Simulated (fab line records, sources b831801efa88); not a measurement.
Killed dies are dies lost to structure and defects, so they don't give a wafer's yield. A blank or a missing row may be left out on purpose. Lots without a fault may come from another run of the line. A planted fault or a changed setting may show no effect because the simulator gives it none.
Split-lot experiment | flow sfq_line | 5 lots, 23 wafers read, on a route of 325 steps

THE SPLIT
At SFQ_TRILAYER_M2_BARC_OPEN_METAL_ETCH_077 (etches BARC in O2, target depth 125 nm, time 41.7 s), the setting time_s was moved away from the recipe's 41.7 s on 9 of the 23 wafers read, by -13.9% to +11.9%. The other wafers ran this setting at the recipe's value.

The reading is taken at the split's own step.

THE READING
oes_product_au, in a.u., at SFQ_TRILAYER_M2_BARC_OPEN_METAL_ETCH_077 (etches BARC in O2, target depth 125 nm, time 41.7 s). Fault-free wafers of this fab line usually give 0.686 a.u., standard deviation 0.0047 a.u..

wafer  | tool, chamber at the split | time_s as run, s | against the recipe | oes_product_au, a.u. | against lot-mates on the recipe
L079.2 | rie_metal-02, 1            | 41.7             | recipe             | 0.682                | -
L079.3 | rie_metal-02, 0            | 44.15            | +5.9%              | 0.680                | -0.003
L079.4 | rie_metal-02, 1            | 44.15            | +5.9%              | 0.675                | -0.008
L079.5 | rie_metal-02, 0            | 41.7             | recipe             | 0.685                | -
L079.6 | rie_metal-02, 1            | 41.7             | recipe             | 0.683                | -
L081.3 | rie_metal-04, 0            | 41.7             | recipe             | 0.683                | -
L081.5 | rie_metal-04, 0            | 41.7             | recipe             | 0.685                | -
L081.6 | rie_metal-04, 1            | 41.7             | recipe             | 0.683                | -
L083.1 | rie_metal-01, 1            | 41.7             | recipe             | 0.685                | -
L083.2 | rie_metal-01, 0            | 41.7             | recipe             | 0.684                | -
L083.4 | rie_metal-01, 0            | 39.02            | -6.4%              | 0.717                | +0.030
L083.5 | rie_metal-01, 1            | 41.7             | recipe             | 0.692                | -
L083.6 | rie_metal-01, 0            | 39.02            | -6.4%              | 0.710                | +0.023
L084.1 | rie_metal-04, 0            | 46.68            | +11.9%             | 0.676                | -0.009
L084.2 | rie_metal-04, 1            | 46.68            | +11.9%             | 0.674                | -0.011
L084.3 | rie_metal-04, 0            | 41.7             | recipe             | 0.685                | -
L084.4 | rie_metal-04, 1            | 46.68            | +11.9%             | 0.668                | -0.017
L084.6 | rie_metal-04, 1            | 41.7             | recipe             | 0.686                | -
L085.1 | rie_metal-01, 1            | 41.7             | recipe             | 0.681                | -
L085.2 | rie_metal-01, 0            | 41.7             | recipe             | 0.688                | -
L085.3 | rie_metal-01, 0            | 41.7             | recipe             | 0.675                | -
L085.4 | rie_metal-01, 1            | 35.91            | -13.9%             | 0.726                | +0.045
L085.5 | rie_metal-01, 1            | 35.91            | -13.9%             | 0.733                | +0.052

THE FIT
A straight line over all 23 wafers: oes_product_au changes by -0.00224 a.u. for each +1% of time_s; r = -0.89; the points scatter about the line by 0.008 a.u..
The same after taking each lot's own level away (the mean of its wafers on the recipe; 23 wafers): -0.00232 a.u. for each +1%; r = -0.90; scatter 0.0076 a.u..
On that fit, the largest move of time_s shifts the reading by 0.032 a.u..
The lots' own levels span 0.6813 to 0.6870 a.u., that is 1.2 times the standard deviation above.
So the lot-to-lot level changes the slope little: the two slopes agree.
Check: with one of the wafers moved furthest among these (-13.9%) left out of the fit, the line predicts +0.0348 a.u. for it against its lot-mates. It came out at +0.0447 a.u. against them.
Tool readings at the split's step, against how far the setting was moved: oes_product_au r = -0.89.

OTHER SPLITS ON THESE WAFERS
These wafers also went through other splits before the reading. Each is held against what the fit with the lots' levels taken away leaves over:
other split on the same wafers                   | wafers away from the commonest value | r with oes_product_au (lot level and that fit taken away)
SFQ_TRILAYER_I1_VIA_LITHO_COAT_049 resist_thk_nm | 11                                   | +0.12
SFQ_TRILAYER_M2_LITHO_COAT_062 spin_rpm          | 5                                    | -0.05

THE WHOLE CHAIN: every reading that the file lists as answering this split, in the file's order
step                                     | what it does                                        | reading                                                                                   | change (the file's fit)                   | r (the file's)
SFQ_TRILAYER_M2_BARC_OPEN_METAL_ETCH_077 | etches BARC in O2, target depth 125 nm, time 41.7 s | oes_product_au                                                                            | -0.00251 a.u. for each +1% of the setting | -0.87
SFQ_TRILAYER_M2_BARC_OPEN_METAL_ETCH_077 | etches BARC in O2, target depth 125 nm, time 41.7 s | KrF_of_TRILAYER_M2_LITHO_COAT_057.thk_nm (the simulator's own value, which no gauge read) | -0.449 nm for each +1% of the setting     | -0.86

THE FILE'S OWN FIT
oes_product_au changes by -0.00251 a.u. for each +1% of time_s, r = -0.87.
